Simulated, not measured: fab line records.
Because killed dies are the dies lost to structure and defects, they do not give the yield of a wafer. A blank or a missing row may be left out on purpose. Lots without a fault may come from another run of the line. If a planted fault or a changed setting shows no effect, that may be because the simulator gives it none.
fab line records	flow gf180mcu
record: lots: 6	wafers: 18	lastDay: 34
route steps=602 shown V2@393
lots with no fault: from the same line, run without faults
startH: hours from the record's opening day to when the first of the lot's shown wafers began	waitH: hours elapsed since this lot's preceding step	" identical to the entry in the row above	L1.1+2: a row that stands for several wafers	- value missing, or start not given	* or withheld: withheld	< > ~ a bound
route shown NAME@n: names a module that has steps shown in the file, with the first one's number in the route	usual: mean/standard deviation taken from wafers without a fault	same: alike in all rows	chamber/n: place in a boat	sites: the reading at each site	_std_site: standard deviation across them	_edge_site: inner sites' mean taken away from outer sites' mean	radiusMm: how far each site lies from the wafer's centre	mask NAME#n: copy n	behind: tool/chamber where the wafer was last shaped	hold: cause of the lot's hold/its duration in hours/its outcome	device: the transistor (n, p or np) that didn't switch	end of line: at the end of the route, the tests of the same wafers	a step with no rows: only its recipe	killed: dies that structure and defects cost at the first sort, which is not the same as the wafer's yield	map: the dies of a wafer, with x for killed, . for not killed, _ for no die there
set.NAME: the setting that was run; set.NAME@STEP: the one run at that earlier step	model.NAME: the simulator's own value behind a step, which no gauge read
a table for each step, a row for each wafer; lots at some steps of the route
services: the hour from which a tool's chamber was out of use, counted from the record's first day as startH (under 0 if before that day), plus the number of hours and why
== steps ==
step: GF_V2_EXPOSE_11
recipe: maskId: Via2	targetCdNm: 260	na: 0.68	sourceShape: conventional	sigmaOuter: 0.6	doseMj: 38
step: GF_V2_PEB_12
recipe: pebTempC: 135	pebTimeS: 90	resist: KrF
step: GF_V2_DEVELOP_13
recipe: developTimeS: 60	resist: KrF	devTempC: 21
step: GF_V2_CD_MEAS_14
recipe: targetCdNm: 260
usual: cdNm: 260.3/1.1
lot.wafer	tool	chamber	startH	waitH	cdNm
L256.1	cdSem-01	-	508.42	0.1	259.2
L256.2	"	-	"	"	260.1
L256.3	"	-	"	"	260.1
L259.1	cdSem-02	-	528.82	0.1	259.8
L259.5	"	-	"	"	260.0
L259.6	"	-	"	"	259.5
L260.2	cdSem-02	-	537.55	0.1	259.7
L260.4	"	-	"	"	260.3
L260.5	"	-	"	"	260.6
L268.1	cdSem-01	-	598.57	0.1	260.4
L268.3	"	-	"	"	258.6
L268.4	"	-	"	"	257.5
L271.1	cdSem-01	-	618.57	0.1	259.1
L271.4	"	-	"	"	259.4
L271.6	"	-	"	"	258.6
L275.2	cdSem-02	-	649.19	0.1	261.8
L275.3	"	-	"	"	260.3
L275.5	"	-	"	"	260.3
step: GF_V2_OVL_MEAS_15
usual: V2_OVL: 1/4.7
lot.wafer	tool	chamber	startH	waitH	V2_OVL[nm]
L256.1	overlay-02	-	508.54	0.1	5
L256.2	"	-	"	"	-3
L256.3	"	-	"	"	-8
L259.1	overlay-02	-	528.94	0.1	0
L259.5	"	-	"	"	0
L259.6	"	-	"	"	-2
L260.2	overlay-01	-	537.65	0.1	2
L260.4	"	-	"	"	0
L260.5	"	-	"	"	4
L268.1	overlay-01	-	598.69	0.1	-3
L268.3	"	-	"	"	-5
L268.4	"	-	"	"	-5
L271.1	overlay-02	-	618.69	0.1	8
L271.4	"	-	"	"	-1
L271.6	"	-	"	"	-1
L275.2	overlay-02	-	649.29	0.1	-3
L275.3	"	-	"	"	0
L275.5	"	-	"	"	0
step: GF_V2_ETCH_16
recipe: chemistry: N2/H2	targetDepthA: withheld	overetchA: withheld	timeS: withheld	target: BARC	ionEnergyEv: 200	sourceW: 500	biasW: 100	pressureMtorr: 30	n2FlowSccm: 100	h2FlowSccm: 200
usual: drypumpMotorCurrentA: 5.8/0.44	oesProductAu: 0.855/0.0052	throttleValvePct: 13.226/0.0095
lot.wafer	tool	chamber	startH	waitH	drypumpMotorCurrentA	oesProductAu	throttleValvePct
L256.1	rieDiel-01	2	508.58	0.0	5.9	0.857	13.239
L256.2	"	3	"	"	6.2	0.851	13.239
L256.3	"	1	"	"	5.6	0.855	13.231
L259.1	rieDiel-01	2	528.98	0.0	5.8	0.855	13.220
L259.5	"	3	"	"	6.2	0.856	13.221
L259.6	"	0	"	"	5.9	0.852	13.222
L260.2	rieDiel-01	3	537.68	0.0	6.2	0.864	13.230
L260.4	"	0	"	"	6.0	0.854	13.216
L260.5	"	1	"	"	5.6	0.853	13.242
L268.1	rieDiel-02	0	598.73	0.0	5.5	0.852	13.215
L268.3	"	3	"	"	5.2	0.852	13.226
L268.4	"	1	"	"	6.0	0.850	13.233
L271.1	rieDiel-01	3	618.73	0.0	6.2	0.848	13.215
L271.4	"	0	"	"	6.0	0.848	13.214
L271.6	"	1	"	"	5.6	0.854	13.219
L275.2	rieDiel-01	3	649.32	0.0	6.2	0.864	13.228
L275.3	"	2	"	"	5.9	0.856	13.226
L275.5	"	0	"	"	5.9	0.851	13.231
step: GF_V2_ETCH_17
recipe: chemistry: C4F8/O2/Ar	maskMaterial: KrF	target: SiO2	stopOn: TiN	sourceW: 1500	biasW: 1200	pressureMtorr: 40	c4f8FlowSccm: withheld	O2_flow_sccm: 6	Ar_flow_sccm: 300	timeS: withheld	targetDepthA: 6300
usual: oesProductAu: 0.855/0.0049
lot.wafer	tool	chamber	startH	waitH	oesProductAu
L256.1	rieDiel-01	2	-	-	0.854
L256.2	"	3	"	"	0.852
L256.3	"	1	"	"	0.851
L259.1	rieDiel-01	2	-	-	0.856
L259.5	"	3	"	"	0.856
L259.6	"	0	"	"	0.862
L260.2	rieDiel-01	3	-	-	0.856
L260.4	"	0	"	"	0.858
L260.5	"	1	"	"	0.853
L268.1	rieDiel-02	0	-	-	0.859
L268.3	"	3	"	"	0.857
L268.4	"	1	"	"	0.859
L271.1	rieDiel-01	3	-	-	0.856
L271.4	"	0	"	"	0.859
L271.6	"	1	"	"	0.865
L275.2	rieDiel-01	3	-	-	0.861
L275.3	"	2	"	"	0.858
L275.5	"	0	"	"	0.854
step: GF_V2_STRIP_18
recipe: chemistry: O2/N2	powerW: 1400	pressureMtorr: 1500	platenTempC: 250	o2FlowSccm: 3000	n2FlowSccm: 300	overashFraction: 0.5
usual: drypumpMotorCurrentA: 5.8/0.46	heaterPowerW: 348/24	oesProductAu: 0.592/0.005
lot.wafer	tool	chamber	startH	waitH	drypumpMotorCurrentA	heaterPowerW	oesProductAu	rfHoursCounterH
L256.1	plasmaAsher-03	0	508.71	-	5.5	365	0.610	41
L256.2	"	1	"	"	5.7	307	0.596	41
L256.3	"	0	"	"	5.5	366	0.592	-
L259.1	plasmaAsher-04	1	529.11	-	5.5	332	0.598	10
L259.5	"	1	"	"	5.5	339	0.593	-
L259.6	"	0	"	"	6.5	375	0.585	-
L260.2	plasmaAsher-03	0	537.81	-	5.4	365	0.595	44
L260.4	"	1	"	"	5.7	301	0.596	-
L260.5	"	1	"	"	5.7	304	0.587	-
L268.1	plasmaAsher-04	1	598.85	-	5.5	335	0.581	17
L268.3	"	0	"	"	6.5	364	0.588	-
L268.4	"	1	"	"	5.5	336	0.599	-
L271.1	plasmaAsher-04	0	618.85	-	6.5	377	0.584	19
L271.4	"	1	"	"	5.5	335	0.586	-
L271.6	"	0	"	"	6.5	374	0.589	-
L275.2	plasmaAsher-03	0	649.45	-	5.4	361	0.593	56
L275.3	"	0	"	"	5.4	354	0.595	-
L275.5	"	0	"	"	5.4	366	0.595	-
step: GF_V2_STRIP_19
recipe: chemistry: postEtchResidueRemover	timeS: 1200	tempC: 72.5
step: GF_V2_CLEAN_20
recipe: chemistry: DIW	dry: n2Spin
step: GF_V2_SPUTTER_21
recipe: material: Ti	targetThkNm: 15	chamberPressurePa: 5	powerW: 2500	substrateTempC: 200	timeS: 80.02
usual: throttleValvePct: 29.9/0.44
lot.wafer	tool	chamber	startH	waitH	throttleValvePct
L256.1	pvdSputter-03	-	509.24	0.0	29.6
L256.2	"	-	"	"	30.3
L256.3	"	-	"	"	29.2
L259.1	pvdSputter-03	-	529.68	0.0	29.4
L259.5	"	-	"	"	30.1
L259.6	"	-	"	"	29.2
L260.2	pvdSputter-02	-	538.34	0.0	30.4
L260.4	"	-	"	"	29.3
L260.5	"	-	"	"	29.3
L268.1	pvdSputter-01	-	599.40	0.0	29.9
L268.3	"	-	"	"	29.9
L268.4	"	-	"	"	30.2
L271.1	pvdSputter-02	-	619.39	0.0	29.2
L271.4	"	-	"	"	30.0
L271.6	"	-	"	"	29.6
L275.2	pvdSputter-03	-	649.99	0.0	29.1
L275.3	"	-	"	"	29.5
L275.5	"	-	"	"	30.3
step: GF_V2_SPUTTER_22
recipe: material: TiN	targetThkNm: 10	chamberPressurePa: 5	powerW: 4000	timeS: 40
usual: throttleValvePct: 29.9/0.42
lot.wafer	tool	chamber	startH	waitH	throttleValvePct
L256.1	pvdSputter-03	-	509.30	0.0	29.6
L256.2	"	-	"	"	30.1
L256.3	"	-	"	"	29.2
L259.1	pvdSputter-03	-	529.74	0.0	29.7
L259.5	"	-	"	"	30.2
L259.6	"	-	"	"	29.2
L260.2	pvdSputter-02	-	538.41	0.0	30.3
L260.4	"	-	"	"	29.3
L260.5	"	-	"	"	29.3
L268.1	pvdSputter-01	-	599.46	0.0	30.2
L268.3	"	-	"	"	30.2
L268.4	"	-	"	"	30.4
L271.1	pvdSputter-02	-	619.45	0.0	29.5
L271.4	"	-	"	"	30.1
L271.6	"	-	"	"	29.2
L275.2	pvdSputter-03	-	650.05	0.0	29.2
L275.3	"	-	"	"	29.6
L275.5	"	-	"	"	30.3
step: GF_V2_CVD_23
recipe: material: W	targetThkNm: 350	timeS: 104.94	tempC: 400	pressureTorr: 40
usual: chamberPressureTorr: 40.01/0.081	heaterPowerOuterW: 602/62	heaterPowerW: 941/99
lot.wafer	tool	chamber	startH	waitH	chamberPressureTorr	heaterPowerOuterW	heaterPowerW
L256.1	cvdW-01	0	509.34	0.0	40.01	528	834
L256.2	"	1	"	"	39.93	654	910
L256.3	"	1	"	"	39.95	650	932
L259.1	cvdW-01	1	529.78	0.0	-	-	-
L259.5	"	0	"	"	-	-	-
L259.6	"	1	"	"	-	-	-
L260.2	cvdW-02	0	538.44	0.0	-	-	-
L260.4	"	0	"	"	-	-	-
L260.5	"	0	"	"	-	-	-
L268.1	cvdW-01	1	599.50	0.0	40.06	648	955
L268.3	"	0	"	"	39.92	553	841
L268.4	"	1	"	"	39.98	653	935
L271.1	cvdW-01	1	619.49	0.0	39.90	642	954
L271.4	"	1	"	"	40.08	666	941
L271.6	"	1	"	"	40.06	655	950
L275.2	cvdW-01	0	650.09	0.0	40.11	544	861
L275.3	"	0	"	"	40.02	546	876
L275.5	"	1	"	"	39.97	656	949
step: GF_V2_RS_MEAS_24
recipe: thkMeasGauge: four-point-probe	reads: W_of_V2_CVD_23+TiN_of_V2_SPUTTER_22+Ti_of_V2_SPUTTER_21
usual: V2_W_RS: 0.326/0.0042
lot.wafer	tool	chamber	startH	waitH	V2_W_RS[ohm/sq]
L256.1	filmMetro-01	-	509.45	0.1	0.324
L256.2	"	-	"	"	0.330
L256.3	"	-	"	"	0.326
L259.1	filmMetro-01	-	529.89	0.1	44.088
L259.5	"	-	"	"	42.654
L259.6	"	-	"	"	43.780
L260.2	filmMetro-04	-	538.58	0.1	43.955
L260.4	"	-	"	"	44.316
L260.5	"	-	"	"	43.766
L268.1	filmMetro-04	-	599.61	0.1	0.325
L268.3	"	-	"	"	0.319
L268.4	"	-	"	"	0.329
L271.1	filmMetro-01	-	619.60	0.1	0.329
L271.4	"	-	"	"	0.332
L271.6	"	-	"	"	0.330
L275.2	filmMetro-01	-	650.22	0.1	0.325
L275.3	"	-	"	"	0.323
L275.5	"	-	"	"	0.332
step: GF_V2_THK_MEAS_25
recipe: thkMeasGauge: xrf	reads: W_of_V2_CVD_23
usual: V2_W_THK: 341/5.8
lot.wafer	tool	chamber	startH	waitH	V2_W_THK[nm]
L256.1	filmMetro-01	-	509.57	0.1	340
L256.2	"	-	"	"	333
L256.3	"	-	"	"	335
L259.1	filmMetro-01	-	530.01	0.1	-
L259.5	"	-	"	"	-
L259.6	"	-	"	"	-
L260.2	filmMetro-04	-	538.69	0.1	-
L260.4	"	-	"	"	<0
L260.5	"	-	"	"	<0
L268.1	filmMetro-04	-	599.73	0.1	343
L268.3	"	-	"	"	350
L268.4	"	-	"	"	340
L271.1	filmMetro-01	-	619.72	0.1	330
L271.4	"	-	"	"	327
L271.6	"	-	"	"	330
L275.2	filmMetro-01	-	650.33	0.1	336
L275.3	"	-	"	"	338
L275.5	"	-	"	"	328
step: GF_V2_CMP_26
recipe: stopOn: SiO2	downForcePsi: 3.5	platenRpm: 60	tOverpolishS: 15	targetThkNm: 0	padVelocityMS: 0.94248
usual: motorCurrentA: 11.8/1.3	platenRpm: 60.01/0.033	timeToEndpointS: 84/5.2
lot.wafer	tool	chamber	startH	waitH	motorCurrentA	platenRpm	timeToEndpointS
L256.1	cmp-01	2	509.63	0.1	11.1	59.99	84
L256.2	"	3	"	"	14.2	60.07	90
L256.3	"	1	"	"	11.1	59.99	96
L259.1	cmp-01	3	530.12	0.1	14.8	60.07	7
L259.5	"	2	"	"	10.2	60.03	1
L259.6	"	3	"	"	14.8	60.07	4
L260.4	cmp-02	0	538.79	0.1	11.9	59.96	5
L260.2	"	2	"	"	12.4	60.02	7
L260.5	"	0	"	"	11.4	59.95	5
L268.3	cmp-02	3	599.79	0.0	12.0	60.02	79
L268.4	"	1	"	"	10.9	60.00	86
L268.1	"	2	"	"	13.0	59.97	82
L271.1	cmp-01	0	619.83	0.1	11.5	59.97	82
L271.4	"	1	"	"	10.3	60.03	87
L271.6	"	3	"	"	15.8	60.00	88
L275.2	cmp-01	1	650.43	0.1	10.6	59.93	87
L275.3	"	2	"	"	11.4	60.08	73
L275.5	"	1	"	"	10.6	59.98	83
== services ==
tool	chamber	startH	hours	kind
rieDiel-02	1	498.52	2.5	repair
plasmaAsher-04	-	499.36	1.5	repair
rieDiel-02	3	502.62	4.8	repair
cvdW-02	-	505.60	17.2	repair
cvdW-01	1	520.93	1.8	repair
pvdSputter-01	-	526.01	9.5	repair
cmp-02	-	527.60	2.9	repair
cmp-02	-	529.61	3.0	repair
cmp-01	-	535.98	4.0	repair
cmp-01	-	540.07	2.2	repair
cmp-02	-	547.31	1.2	repair
cmp-01	-	548.49	3.3	pm
cvdW-01	-	557.71	0.4	repair
plasmaAsher-04	-	566.91	0.7	repair
cmp-02	-	568.69	3.3	repair
cvdW-01	-	570.83	1.1	repair
cmp-01	-	577.85	4.0	pm
plasmaAsher-03	-	589.90	2.8	repair
pvdSputter-01	-	597.20	0.5	repair
plasmaAsher-04	-	609.89	2.0	repair
cvdW-02	1	610.85	2.6	repair
plasmaAsher-03	-	611.21	0.6	repair
cvdW-02	-	625.29	2.5	repair
pvdSputter-02	-	640.35	9.7	repair
== key ==
firstSign: step: GF_V2_CVD_23	reading: toolRecord	direction: missing
effect: step: GF_V2_RS_MEAS_24	reading: V2_W_RS	direction: up	sigmas: 99+	usual: 0.326	struck: 43.760
effect: step: GF_V2_THK_MEAS_25	reading: V2_W_THK	direction: missing
effect: step: GF_V2_CMP_26	reading: timeToEndpointS	direction: down	sigmas: 15	usual: *	struck: *
metAt GF_V2_CVD_23
struckWafers L259.1,L259.5,L259.6,L260.2,L260.4,L260.5
laterRowsLeftOut L259.1,L259.5,L259.6,L260.2,L260.4,L260.5
sortLeftOut L259.1,L259.5,L259.6,L260.2,L260.4,L260.5
onsetBetween 509.34 529.78
fault: kind: skippedStepWhole	tool: cvdW-01,cvdW-02	chamber: -	onsetH: 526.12	steps: GF_V2_CVD_23	scope: struckLotsOnly
sortLeftOut: the simulated sort isn't trusted on such a fault, so these wafers' sort isn't shown, and their yield isn't known
laterRowsLeftOut: the simulator's readings of these wafers behind a module that went badly wrong aren't trusted and aren't shown, but for the sort
